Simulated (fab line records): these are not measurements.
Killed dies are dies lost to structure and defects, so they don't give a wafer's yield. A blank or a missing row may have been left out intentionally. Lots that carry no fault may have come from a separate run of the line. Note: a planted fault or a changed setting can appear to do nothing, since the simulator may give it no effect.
Which tool is to blame?    flow sky130    42 wafers sampled from 14 lots at 1 step of a route of 708

WHAT EACH GAUGE READ, for each wafer
The record holds no reading of a measuring or inspecting step that can be judged against a usual standard deviation.

TOOL THAT RAN EACH LOT (tool first, then ch and the chambers of the sampled wafers, then the start)
lot   SKY_CONTACT_ETCH_18
L558  rieDiel-02 ch 1,2,3, day 32 10:00
L559  rieDiel-04 ch 0,1, day 32 16:00
L560  rieDiel-04 ch 0,1,3, day 32 20:00
L561  rieDiel-04 ch 0,1,3, day 33 04:00
L562  rieDiel-02 ch 2,3, day 33 09:00
L563  rieDiel-03 ch 0,1,2, day 34 13:00
L564  rieDiel-04 ch 0,1, day 34 15:00
L565  rieDiel-03 ch 0,1,2, day 34 18:00
L567  rieDiel-04 ch 2,3, day 35 00:00
L571  rieDiel-02 ch 0,1,3, day 36 12:00
L574  rieDiel-02 ch 2,3, day 37 03:00
L575  rieDiel-02 ch 0,1,2, day 37 13:00
L578  rieDiel-04 ch 0,1, day 38 20:00
L579  rieDiel-03 ch 0,2,3, day 38 22:00
- SKY_CONTACT_ETCH_18: etches Si3N4 in CHF3/O2, stops on TiN, time 39 s, target depth 75 nm.

AS READ BY THE TOOLS THEMSELVES (means over the sampled wafers that have a number; for cases with no such wafer, the mark the record gives instead)
SKY_CONTACT_ETCH_18.
lot   tool        chf3FlowSccm (sccm)  drypumpMotorCurrentA (A)  oesProductAu (a.u.)  rfFwdPowerW (W)  throttleValvePct (%)
L558  rieDiel-02  50.22                5.6                       0.857                593.9            8.783
L559  rieDiel-04  50.07                5.5                       0.857                595.1            8.796
L560  rieDiel-04  50.00                5.7                       0.856                594.8            8.795
L561  rieDiel-04  50.00                5.7                       0.861                593.8            8.799
L562  rieDiel-02  50.02                5.7                       0.856                595.4            8.792
L563  rieDiel-03  50.04                5.3                       0.863                591.3            8.800
L564  rieDiel-04  49.92                5.6                       0.852                594.3            8.806
L565  rieDiel-03  50.03                5.4                       0.867                593.0            8.794
L567  rieDiel-04  50.12                5.7                       0.857                591.8            8.792
L571  rieDiel-02  49.95                5.3                       0.855                592.4            8.810
L574  rieDiel-02  50.03                5.7                       0.872                528.2            8.791
L575  rieDiel-02  50.11                5.6                       0.864                562.6            8.788
L578  rieDiel-04  50.11                5.4                       0.856                593.1            8.793
L579  rieDiel-03  49.97                5.9                       0.854                591.8            8.788

THE ANSWER, worked out from the rows above alone
Rule: the usual values come from the lots themselves. Put in order of their means at a reading, lots are off if they are a third of the lots or fewer, leave a main group of 4 or more, and stand apart from it by a gap of 3 or more times the standard deviation of the main group's means; of several such gaps the widest counts. A main group whose means are all the same, to the digits that the tables above print for the reading, isn't used. A lot without any number at a reading at which 4 lots or more have one is off too. All remaining lots with rows at the step are treated as sound. After the gauges, taken in route order, come the tools' own readings; for these a lot's mean is taken, as printed above. At the first step where some lot is off, the reading lying furthest off is the one used; lots without a number count as furthest.
Off: L574, L575, at SKY_CONTACT_ETCH_18 (rfFwdPowerW). The main group: mean 593.4 W, standard deviation 1.3.
A tool fits if, at that step or a process step before it, it ran every lot that is off, and no sound lot after the first of them. One fits: rieDiel-02 at SKY_CONTACT_ETCH_18. Its last sound lot is L571 (day 36 12:00), its first lot that is off L574 (day 37 03:00): a fault that began between those two fits.
On the lots that are off, the tool's own readings at SKY_CONTACT_ETCH_18 differ by more than 5 times the standard deviation of the sound lots' means, which bears it out; rfFwdPowerW reads 545.4 W there versus 593.4 W on the sound lots.

WHAT THE SIMULATOR HAD INSERTED
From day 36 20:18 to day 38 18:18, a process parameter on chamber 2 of rieDiel-02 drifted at SKY_CONTACT_ETCH_18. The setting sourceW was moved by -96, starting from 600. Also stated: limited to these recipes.
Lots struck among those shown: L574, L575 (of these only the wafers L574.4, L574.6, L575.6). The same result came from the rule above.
